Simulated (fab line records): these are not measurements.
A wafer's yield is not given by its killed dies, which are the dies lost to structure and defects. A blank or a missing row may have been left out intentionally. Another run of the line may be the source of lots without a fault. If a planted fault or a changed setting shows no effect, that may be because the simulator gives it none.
fab line records    flow sky130
record: lots: 11  wafers: 33  last-day: 51
route steps=708 shown VIA1@473 VIA2@508 METAL3@532 PAD_OPEN@708
lots with no fault: from the same line, run without faults
start-h: hours from the record's first day to the start of the lot's first wafer shown    wait-h: time in hours since the lot's previous step    " the same as in the row above    L1.1+2: a single row standing in for several wafers    - value missing, or start not given    * or withheld: withheld    < > ~ a bound
route shown NAME@n: names a module that has steps shown in the file, with the first one's number in the route    usual: mean/standard deviation of fault-free wafers    same: alike in all rows    chamber/n: place in a boat    sites: the reading at each site    _std_site: their standard deviation    _edge_site: the outer-site mean with the inner-site mean subtracted    radius-mm: how far each site lies from the wafer's centre    mask NAME#n: copy n    behind: tool/chamber where the wafer was last shaped    hold: why the lot was held/for how many hours/how that ended    device: which transistor (n, p or np) failed to switch    end of line: the route-end tests of the same wafers    a step with no rows: only its recipe    killed: dies lost to structure and defects at the first sort, not the wafer's yield    map: a wafer's dies, x killed, . not, _ none there
set.NAME: setting as actually run; set.NAME@STEP: the setting as run at that earlier step    model.NAME: the simulator's own value behind a step, which no gauge read
a sample of lots followed through the steps of the route, with each step as a table and each wafer as a row
services: the hour from which a tool's chamber was out of use, counted from the record's first day as start-h (under 0 if before that day), plus the number of hours and why
== steps ==
step: SKY_VIA1_ETCH_15
recipe: target: SiO2  chemistry: C4F8/O2/Ar  target-depth-nm: 351  stop-on: TiN  mask-material: KrF-thick  source-w: 1500  bias-w: 1200  pressure-mtorr: 40  c4f8-flow-sccm: withheld  O2_flow_sccm: 6  Ar_flow_sccm: 300  time-s: 54
usual: oes-product-au: 0.983/0.006
lot.wafer  tool         chamber  start-h  wait-h  oes-product-au  rf-hours-counter-h
L710.1     rie-diel-04  2        818.86   0.0     0.986           2
L710.4     "            0        "        "       0.971           1
L710.5     "            2        "        "       0.993           -
L713.1     rie-diel-01  0        835.17   0.0     0.978           11
L713.5     "            3        "        "       0.980           -
L713.6     "            0        "        "       0.971           -
L715.1     rie-diel-01  2        854.44   0.0     0.978           0
L715.2     "            3        "        "       0.974           1
L715.6     "            1        "        "       0.980           -
L717.3     rie-diel-01  3        866.84   0.0     0.981           1
L717.5     "            2        "        "       0.979           -
L717.6     "            1        "        "       0.979           -
L718.1     rie-diel-04  3        869.07   0.0     0.985           11
L718.3     "            1        "        "       0.980           8
L718.4     "            2        "        "       0.984           4
L719.2     rie-diel-01  0        873.79   0.0     0.980           12
L719.4     "            1        "        "       0.971           -
L719.6     "            0        "        "       0.983           -
L720.2     rie-diel-01  2        882.04   0.0     0.982           1
L720.3     "            1        "        "       0.976           14
L720.6     "            2        "        "       0.982           -
L721.1     rie-diel-04  1        884.97   0.0     0.986           9
L721.5     "            1        "        "       0.992           -
L721.6     "            0        "        "       0.976           -
L730.2     rie-diel-03  3        967.99   0.0     0.986           11
L730.4     "            1        "        "       0.981           -
L730.6     "            0        "        "       0.989           -
L732.4     rie-diel-03  3        973.32   0.0     0.980           -
L732.5     "            1        "        "       0.978           -
L732.6     "            0        "        "       0.992           -
L733.1     rie-diel-04  3        980.60   0.0     0.987           13
L733.4     "            0        "        "       0.984           4
L733.6     "            1        "        "       0.983           -
step: SKY_VIA2_THK_MEAS_01
recipe: reads: SiO2_of_VIA2_HDPCVD_00
usual: VIA2_HDPCVD_THK: 1177/13
lot.wafer  tool           chamber  start-h  wait-h  VIA2_HDPCVD_THK[nm]
L710.1     film-metro-01  -        848.16   0.1     1184
L710.4     "              -        "        "       1184
L710.5     "              -        "        "       1169
L713.1     film-metro-03  -        863.83   0.1     1197
L713.5     "              -        "        "       1177
L713.6     "              -        "        "       1181
L715.1     film-metro-01  -        883.02   0.1     1180
L715.2     "              -        "        "       1175
L715.6     "              -        "        "       1187
L717.3     film-metro-03  -        895.72   0.1     1170
L717.5     "              -        "        "       1177
L717.6     "              -        "        "       1177
L718.1     film-metro-01  -        897.82   0.1     1190
L718.3     "              -        "        "       1187
L718.4     "              -        "        "       1167
L719.2     film-metro-02  -        902.18   0.1     1178
L719.4     "              -        "        "       1166
L719.6     "              -        "        "       1157
L720.2     film-metro-01  -        910.07   0.1     1196
L720.3     "              -        "        "       1188
L720.6     "              -        "        "       1182
L721.1     film-metro-02  -        913.46   0.1     1196
L721.5     "              -        "        "       1193
L721.6     "              -        "        "       1220
L730.2     film-metro-01  -        995.54   0.1     1158
L730.4     "              -        "        "       1157
L730.6     "              -        "        "       1175
L732.4     film-metro-01  -        1000.72  0.0     1178
L732.5     "              -        "        "       1192
L732.6     "              -        "        "       1161
L733.1     film-metro-01  -        1007.05  0.1     1167
L733.4     "              -        "        "       1174
L733.6     "              -        "        "       1175
step: SKY_METAL3_SPUTTER_00
recipe: material: Ti  target-thk-nm: 15  power-w: 3000  time-s: 10  chamber-pressure-pa: 0.4
usual: chamber-pressure-pa: 0.3999/0.0008  throttle-valve-pct: 29.5/0.9
lot.wafer  tool            chamber  start-h  wait-h  chamber-pressure-pa  throttle-valve-pct
L710.1     pvd-sputter-01  -        876.59   0.1     0.4004               29.0
L710.4     "               -        "        "       0.3990               28.6
L710.5     "               -        "        "       0.3999               28.7
L713.1     pvd-sputter-02  -        891.59   0.2     0.4002               29.3
L713.5     "               -        "        "       0.3992               30.2
L713.6     "               -        "        "       0.4015               29.6
L715.1     pvd-sputter-02  -        910.42   0.1     0.3995               29.5
L715.2     "               -        "        "       0.3998               29.5
L715.6     "               -        "        "       0.3999               29.4
L717.3     pvd-sputter-03  -        923.12   0.2     0.4001               28.6
L717.5     "               -        "        "       0.4001               28.4
L717.6     "               -        "        "       0.4009               29.8
L718.1     pvd-sputter-02  -        926.14   0.1     0.3995               29.0
L718.3     "               -        "        "       0.3992               29.5
L718.4     "               -        "        "       0.3995               30.4
L719.2     pvd-sputter-02  -        930.02   0.1     0.4009               30.4
L719.4     "               -        "        "       0.4000               29.6
L719.6     "               -        "        "       0.4001               30.3
L720.2     pvd-sputter-02  -        937.40   0.2     0.3995               29.6
L720.3     "               -        "        "       0.4003               30.5
L720.6     "               -        "        "       0.3995               29.4
L721.1     pvd-sputter-03  -        940.87   0.2     0.3999               29.7
L721.5     "               -        "        "       0.3986               27.5
L721.6     "               -        "        "       0.4000               31.5
L730.2     pvd-sputter-03  -        1020.98  0.1     0.3992               31.3
L730.4     "               -        "        "       0.4002               29.9
L730.6     "               -        "        "       0.3993               29.8
L732.4     pvd-sputter-02  -        1026.57  0.1     0.3994               29.6
L732.5     "               -        "        "       0.4002               30.4
L732.6     "               -        "        "       0.3997               29.1
L733.1     pvd-sputter-01  -        1032.25  0.2     0.3984               29.8
L733.4     "               -        "        "       0.3987               28.8
L733.6     "               -        "        "       0.3990               30.1
step: SKY_METAL3_SPUTTER_02
recipe: material: AlCu  target-thk-nm: 735  power-w: 10600  time-s: 39.1  chamber-pressure-pa: 0.4
usual: chamber-pressure-pa: 0.4000/0.0008  throttle-valve-pct: 29.6/0.92
lot.wafer  tool            chamber  start-h  wait-h  chamber-pressure-pa  throttle-valve-pct
L710.1     pvd-sputter-01  -        876.64   0.0     0.4006               28.6
L710.4     "               -        "        "       0.4002               28.7
L710.5     "               -        "        "       0.4005               28.5
L713.1     pvd-sputter-02  -        891.64   0.0     0.4002               29.7
L713.5     "               -        "        "       0.4005               30.2
L713.6     "               -        "        "       0.3997               29.3
L715.1     pvd-sputter-02  -        910.47   0.0     0.3998               29.4
L715.2     "               -        "        "       0.4007               29.3
L715.6     "               -        "        "       0.4009               29.2
L717.3     pvd-sputter-03  -        923.17   0.0     0.4003               28.4
L717.5     "               -        "        "       0.4001               28.5
L717.6     "               -        "        "       0.4005               29.7
L718.1     pvd-sputter-02  -        926.19   0.0     0.4005               29.3
L718.3     "               -        "        "       0.4011               29.5
L718.4     "               -        "        "       0.4002               30.3
L719.2     pvd-sputter-02  -        930.07   0.0     0.4953               27.2
L719.4     "               -        "        "       0.4963               26.6
L719.6     "               -        "        "       0.4964               27.2
L720.2     pvd-sputter-02  -        937.45   0.0     0.4974               26.5
L720.3     "               -        "        "       0.4949               27.4
L720.6     "               -        "        "       0.4966               26.6
L721.1     pvd-sputter-03  -        940.92   0.0     0.4006               30.1
L721.5     "               -        "        "       0.3977               27.5
L721.6     "               -        "        "       0.4004               31.4
L730.2     pvd-sputter-03  -        1021.03  0.0     0.3988               31.4
L730.4     "               -        "        "       0.3981               29.8
L730.6     "               -        "        "       0.3994               29.8
L732.4     pvd-sputter-02  -        1026.62  0.0     0.4002               29.2
L732.5     "               -        "        "       0.4007               30.5
L732.6     "               -        "        "       0.4013               29.7
L733.1     pvd-sputter-01  -        1032.30  0.0     0.4000               30.1
L733.4     "               -        "        "       0.3994               28.7
L733.6     "               -        "        "       0.4002               30.0
step: SKY_METAL3_METAL_ETCH_18
recipe: target-depth-a: 8450  stop-on: SiO2  over-etch-frac: 0.3  time-s: 183.1  chemistry: Cl2/BCl3  resist-sidewall-deg: 88  pressure-mtorr: 10  icp-w: 900  bias-w: 48.5  Cl2_flow_sccm: 60  bcl3-flow-sccm: 30
usual: drypump-motor-current-A: 6.1/0.45  oes-product-au: 0.865/0.0065  throttle-valve-pct: 22.264/0.009
lot.wafer  tool          chamber  start-h  wait-h  drypump-motor-current-A  oes-product-au  rf-hours-counter-h  throttle-valve-pct
L710.1     rie-metal-04  1        929.09   0.0     6.8                      0.870           15                  22.271
L710.4     "             1        "        "       6.8                      0.868           -                   22.264
L710.5     "             1        "        "       6.8                      0.869           -                   22.265
L713.1     rie-metal-04  0        945.28   0.0     6.2                      0.860           9                   22.267
L713.5     "             1        "        "       6.8                      0.860           -                   22.250
L713.6     "             0        "        "       6.2                      0.858           -                   22.258
L715.1     rie-metal-04  0        961.58   0.0     6.2                      0.864           10                  22.249
L715.2     "             1        "        "       6.8                      0.858           17                  22.275
L715.6     "             1        "        "       6.8                      0.859           -                   22.250
L717.3     rie-metal-02  0        974.46   0.1     6.2                      0.870           -                   22.258
L717.5     "             0        "        "       6.2                      0.868           -                   22.260
L717.6     "             1        "        "       5.8                      0.863           -                   22.256
L718.1     rie-metal-04  0        976.88   0.0     6.2                      0.860           11                  22.252
L718.3     "             0        "        "       6.2                      0.870           -                   22.272
L718.4     "             1        "        "       6.8                      0.866           -                   22.263
L719.2     rie-metal-02  0        979.94   0.0     6.2                      0.851           14                  22.271
L719.4     "             1        "        "       5.8                      0.834           -                   22.268
L719.6     "             1        "        "       5.8                      0.844           -                   22.259
L720.2     rie-metal-02  1        987.60   0.0     5.8                      0.837           16                  22.269
L720.3     "             1        "        "       5.8                      0.843           -                   22.262
L720.6     "             1        "        "       5.8                      0.835           -                   22.268
L721.1     rie-metal-02  0        990.08   0.0     6.3                      0.877           14                  22.273
L721.5     "             1        "        "       5.8                      0.869           -                   22.248
L721.6     "             0        "        "       6.2                      0.860           -                   22.266
L730.2     rie-metal-04  0        1067.40  0.1     6.1                      0.865           -                   22.258
L730.4     "             0        "        "       6.2                      0.871           -                   22.252
L730.6     "             0        "        "       6.2                      0.868           -                   22.261
L732.4     rie-metal-01  0        1073.66  0.1     5.3                      0.850           -                   22.261
L732.5     "             1        "        "       5.9                      0.870           -                   22.273
L732.6     "             0        "        "       5.4                      0.854           -                   22.257
L733.1     rie-metal-04  0        1079.00  0.0     6.2                      0.873           18                  22.264
L733.4     "             0        "        "       6.2                      0.876           -                   22.265
L733.6     "             0        "        "       6.2                      0.848           -                   22.269
step: SKY_PAD_OPEN_PROBE_99
usual: defect-limited-yield: 82.4/1.8  killed_at_M0_to_M3: 43/6.6  killed_at_M4_up: 3.1/1.9  killed-at-contacts: 24/5.2  killed-at-front-end: 16/4.5  killed-at-other: 0.4/0.62  killed-dies: 87/9  killed-open: 48/7  killed-short: 39/6.2  sort_bin_3_pad_short: 0.9/0.44  sort_bin_5_function: 10.3/1.3  sort_bin_6_memory: 6.5/1.1  sort-n-pass: 405/9  sort-yield-pct: 82.4/1.8
same: gross-dies: 492  killed-at-back-side: 0  sort_bin_4_leakage[%]: 0  sort_bin_8_speed[%]: 0
lot.wafer  tool       chamber  start-h  wait-h  defect-limited-yield[%]  killed_at_M0_to_M3  killed_at_M4_up  killed-at-contacts  killed-at-front-end  killed-at-other  killed-dies  killed-open  killed-short  sort_bin_3_pad_short[%]  sort_bin_5_function[%]  sort_bin_6_memory[%]  sort-n-pass  sort-yield-pct[%]
L713.1     prober-02  -        1119.45  0.1     77.8                     56                  2                34                  16                   1                109          52           57            1.8                      13.0                    7.3                   383          77.8
L713.5     prober-02  -        1119.65  0.2     86.2                     34                  2                20                  12                   0                68           33           35            0.2                      9.1                     4.5                   424          86.2
L713.6     prober-02  -        1119.70  0.2     81.3                     45                  7                27                  13                   0                92           50           42            1.6                      9.3                     7.7                   400          81.3
L715.1     prober-01  -        1129.34  0.1     78.5                     53                  2                28                  23                   0                106          66           39            0.4                      13.2                    7.9                   386          78.5
L715.2     prober-01  -        1129.39  0.1     81.1                     46                  4                26                  17                   0                93           55           38            1.0                      11.6                    6.3                   399          81.1
L715.6     prober-01  -        1129.59  0.2     85.0                     36                  1                22                  14                   1                74           36           37            1.0                      8.5                     5.5                   418          85.0
L717.3     prober-01  -        1141.05  0.2     81.3                     48                  3                21                  20                   0                92           41           51            1.0                      10.4                    7.3                   400          81.3
L717.5     prober-01  -        1141.15  0.2     81.9                     38                  4                23                  24                   0                89           56           33            0.4                      10.4                    7.3                   403          81.9
L717.6     prober-01  -        1141.20  0.2     81.3                     44                  1                30                  16                   1                92           48           44            1.0                      11.4                    6.3                   400          81.3
L718.1     prober-01  -        1143.16  0.1     83.9                     31                  4                28                  15                   1                79           41           37            1.4                      7.3                     7.3                   413          83.9
L718.3     prober-01  -        1143.26  0.2     83.1                     43                  5                21                  13                   1                83           45           38            0.8                      9.1                     6.9                   409          83.1
L718.4     prober-01  -        1143.31  0.2     81.9                     38                  2                25                  24                   0                89           55           34            0.8                      11.8                    5.5                   403          81.9
L719.2     prober-02  -        1146.57  0.1     85.0                     36                  3                19                  16                   0                74           36           38            0.6                      8.1                     6.3                   418          85.0
L719.4     prober-02  -        1146.67  0.2     82.7                     38                  9                22                  16                   0                85           47           38            1.0                      10.8                    5.5                   407          82.7
L719.6     prober-02  -        1146.77  0.2     84.1                     40                  2                21                  15                   0                78           54           24            0.2                      10.2                    5.5                   414          84.1
L720.2     prober-01  -        1150.70  0.1     84.3                     33                  4                23                  17                   0                77           38           39            0.6                      8.3                     6.7                   415          84.3
L720.3     prober-01  -        1150.75  0.2     84.3                     36                  4                24                  13                   0                77           45           32            0.4                      8.9                     6.3                   415          84.3
L720.6     prober-01  -        1150.90  0.2     80.9                     44                  9                32                  9                    0                94           51           43            1.4                      11.2                    6.5                   398          80.9
L721.1     prober-02  -        1152.15  0.1     81.5                     43                  0                32                  14                   2                91           49           41            0.8                      10.4                    7.3                   401          81.5
L721.5     prober-02  -        1152.35  0.2     80.5                     48                  2                26                  19                   1                96           48           47            1.2                      11.4                    6.9                   396          80.5
L721.6     prober-02  -        1152.40  0.2     80.1                     44                  4                28                  22                   0                98           56           42            0.6                      11.8                    7.5                   394          80.1
killed by level:class
L713.1 CONTACT:geometric-particle:open=11 VIA3:geometric-particle:open=10 CONTACT:geometric-particle:short=9 VIA1:geometric-particle:open=9 VIA3:geometric-particle:short=8 METAL1:geometric-particle:short=8 VIA2:geometric-particle:open=7 LOCAL_INTERCONNECT:geometric-particle:short=7
L713.5 METAL1:geometric-particle:short=8 VIA1:geometric-particle:open=8 LI_CONTACT:geometric-particle:open=7 CONTACT:geometric-particle:open=5 POLY_GATE:geometric-particle:short=4 LOCAL_INTERCONNECT:geometric-particle:short=4 VIA1:geometric-particle:short=4 VIA2:geometric-particle:open=4
L713.6 CONTACT:geometric-particle:open=10 METAL1:geometric-particle:short=9 VIA3:geometric-particle:open=7 VIA1:geometric-particle:open=6 LI_CONTACT:geometric-particle:open=5 LOCAL_INTERCONNECT:geometric-particle:short=5 VIA2:geometric-particle:short=5 POLY_GATE:geometric-particle:open=4
L715.1 VIA1:geometric-particle:open=15 VIA3:geometric-particle:open=10 LI_CONTACT:geometric-particle:open=9 VIA2:geometric-particle:open=8 FIELD_ISO:geometric-particle:short=7 CONTACT:geometric-particle:short=7 CONTACT:geometric-particle:open=7 POLY_GATE:geometric-particle:open=5
L715.2 VIA1:geometric-particle:open=13 VIA2:geometric-particle:open=10 CONTACT:geometric-particle:short=8 POLY_GATE:geometric-particle:open=7 METAL1:geometric-particle:short=7 CONTACT:geometric-particle:open=7 LOCAL_INTERCONNECT:geometric-particle:short=6 FIELD_ISO:geometric-particle:open=4
L715.6 CONTACT:geometric-particle:open=8 METAL1:geometric-particle:short=7 FIELD_ISO:geometric-particle:open=6 METAL2:geometric-particle:short=6 LOCAL_INTERCONNECT:geometric-particle:short=5 METAL3:geometric-particle:short=5 VIA1:geometric-particle:short=5 VIA1:geometric-particle:open=5
L717.3 METAL2:geometric-particle:short=7 METAL1:geometric-particle:short=7 VIA2:geometric-particle:open=7 VIA3:geometric-particle:open=6 CONTACT:geometric-particle:open=5 POLY_GATE:geometric-particle:open=5 VIA2:geometric-particle:short=5 VIA1:geometric-particle:open=5
L717.5 VIA1:geometric-particle:open=15 FIELD_ISO:geometric-particle:open=10 CONTACT:geometric-particle:open=8 LI_CONTACT:geometric-particle:open=7 FIELD_ISO:geometric-particle:short=6 POLY_GATE:geometric-particle:open=5 VIA2:geometric-particle:open=5 VIA3:geometric-particle:open=4
L717.6 CONTACT:geometric-particle:open=12 VIA1:geometric-particle:open=8 POLY_GATE:geometric-particle:open=7 METAL2:geometric-particle:short=7 VIA1:geometric-particle:short=6 VIA3:geometric-particle:open=5 LI_CONTACT:geometric-particle:open=5 CONTACT:geometric-particle:short=5
L718.1 LI_CONTACT:geometric-particle:open=12 LOCAL_INTERCONNECT:geometric-particle:short=9 VIA1:geometric-particle:open=8 VIA2:geometric-particle:open=5 FIELD_ISO:geometric-particle:short=5 CONTACT:geometric-particle:open=4 VIA1:geometric-particle:short=4 FIELD_ISO:geometric-particle:open=3
L718.3 CONTACT:geometric-particle:open=11 VIA1:geometric-particle:open=8 VIA1:geometric-particle:short=6 METAL2:geometric-particle:short=6 VIA3:geometric-particle:open=6 VIA2:geometric-particle:short=5 POLY_GATE:geometric-particle:open=4 VIA2:geometric-particle:open=4
L718.4 CONTACT:geometric-particle:open=11 VIA1:geometric-particle:open=10 VIA3:geometric-particle:open=7 POLY_GATE:geometric-particle:short=6 CONTACT:geometric-particle:short=6 FIELD_ISO:geometric-particle:open=5 POLY_GATE:geometric-particle:open=5 LI_CONTACT:geometric-particle:open=5
L719.2 CONTACT:geometric-particle:open=9 VIA1:geometric-particle:open=9 VIA1:geometric-particle:short=6 POLY_GATE:geometric-particle:short=5 POLY_GATE:geometric-particle:open=4 VIA2:geometric-particle:open=4 METAL1:geometric-particle:short=4 METAL2:geometric-particle:short=4
L719.4 CONTACT:geometric-particle:open=12 VIA1:geometric-particle:open=9 VIA2:geometric-particle:open=7 METAL4:geometric-particle:short=6 FIELD_ISO:geometric-particle:short=5 VIA3:geometric-particle:open=5 FIELD_ISO:geometric-particle:open=4 LOCAL_INTERCONNECT:geometric-particle:short=4
L719.6 CONTACT:geometric-particle:open=11 VIA3:geometric-particle:open=10 VIA2:geometric-particle:open=8 VIA1:geometric-particle:open=7 FIELD_ISO:geometric-particle:open=5 POLY_GATE:geometric-particle:open=5 CONTACT:geometric-particle:short=5 METAL2:geometric-particle:short=5
L720.2 VIA1:geometric-particle:open=9 POLY_GATE:geometric-particle:short=8 CONTACT:geometric-particle:open=8 LI_CONTACT:geometric-particle:open=6 METAL2:geometric-particle:short=6 METAL1:geometric-particle:short=4 VIA1:geometric-particle:short=4 VIA2:geometric-particle:open=4
L720.3 VIA1:geometric-particle:open=11 CONTACT:geometric-particle:open=8 LI_CONTACT:geometric-particle:open=7 LOCAL_INTERCONNECT:geometric-particle:short=5 METAL2:geometric-particle:short=5 VIA2:geometric-particle:open=5 POLY_GATE:geometric-particle:open=4 CONTACT:geometric-particle:short=4
L720.6 CONTACT:geometric-particle:open=9 VIA1:geometric-particle:open=9 VIA2:geometric-particle:open=9 LOCAL_INTERCONNECT:geometric-particle:short=8 VIA1:geometric-particle:short=8 METAL4:geometric-particle:short=8 LI_CONTACT:geometric-particle:open=7 FIELD_ISO:geometric-particle:open=5
L721.1 CONTACT:geometric-particle:open=12 VIA1:geometric-particle:open=10 VIA2:geometric-particle:open=9 CONTACT:geometric-particle:short=7 VIA3:geometric-particle:open=6 POLY_GATE:geometric-particle:short=5 LI_CONTACT:geometric-particle:open=5 LI_CONTACT:geometric-particle:short=4
L721.5 VIA1:geometric-particle:open=12 LOCAL_INTERCONNECT:geometric-particle:short=9 CONTACT:geometric-particle:open=8 VIA2:geometric-particle:open=7 POLY_GATE:geometric-particle:short=7 METAL1:geometric-particle:short=7 METAL2:geometric-particle:short=6 VIA3:geometric-particle:open=5
L721.6 CONTACT:geometric-particle:open=14 VIA1:geometric-particle:open=7 VIA2:geometric-particle:open=7 VIA3:geometric-particle:open=7 FIELD_ISO:geometric-particle:short=6 POLY_GATE:geometric-particle:short=6 LI_CONTACT:geometric-particle:open=6 POLY_GATE:geometric-particle:open=5
== services ==
tool            chamber  start-h  hours  kind
pvd-sputter-01  -        815.64   29.9   repair
pvd-sputter-02  -        819.87   9.2    repair
pvd-sputter-02  -        825.27   1.7    repair
rie-diel-04     -        839.00   0.6    repair
rie-metal-04    0        858.65   24.5   repair
rie-diel-04     0        864.53   2.7    repair
rie-diel-01     3        871.08   19.1   repair
rie-metal-02    -        895.60   1.4    pm
rie-diel-01     0        896.23   9.7    repair
rie-diel-04     -        905.75   1.4    repair
rie-diel-04     -        923.47   3.0    repair
rie-diel-04     0        934.23   3.9    repair
rie-metal-02    0        937.71   21.2   repair
rie-metal-04    -        939.14   4.5    repair
rie-diel-01     3        946.16   3.8    repair
pvd-sputter-02  -        979.68   1.3    repair
rie-metal-02    0        982.23   2.6    repair
rie-metal-04    -        1013.43  2.8    pm
rie-diel-01     0        1027.72  2.6    repair
rie-diel-04     2        1038.60  8.5    repair
rie-diel-01     0        1044.58  5.7    repair
rie-diel-04     2        1058.72  13.5   repair
rie-metal-04    -        1073.63  3.2    repair
pvd-sputter-03  -        1073.99  4.0    repair
== key ==
first-sign: step: SKY_METAL3_SPUTTER_02  reading: chamber-pressure-pa  direction: up  sigmas: 99+  usual: 0.4000  struck: 0.4961
effect: step: SKY_METAL3_SPUTTER_02  reading: throttle-valve-pct  direction: down  sigmas: 2.9  usual: 29.6  struck: 26.9
effect: step: SKY_METAL3_METAL_ETCH_18  reading: oes-product-au  direction: down  sigmas: 3.8  usual: 0.865  struck: 0.841
met-at SKY_METAL3_SPUTTER_02
struck-lots L719,L720
not-acting-at SKY_VIA1_ETCH_15,SKY_VIA2_THK_MEAS_01,SKY_METAL3_SPUTTER_00
onset-between 926.19 930.07
fault: kind: process-parameter-drift  tool: pvd-sputter-02  chamber: -  onset-h: 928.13  steps: SKY_METAL3_SPUTTER_02  channel: chamber-pressure-pa  offset: 0.096138  shape: step  end-h: 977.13  acts-in: these-recipes-only  stated: 0.4
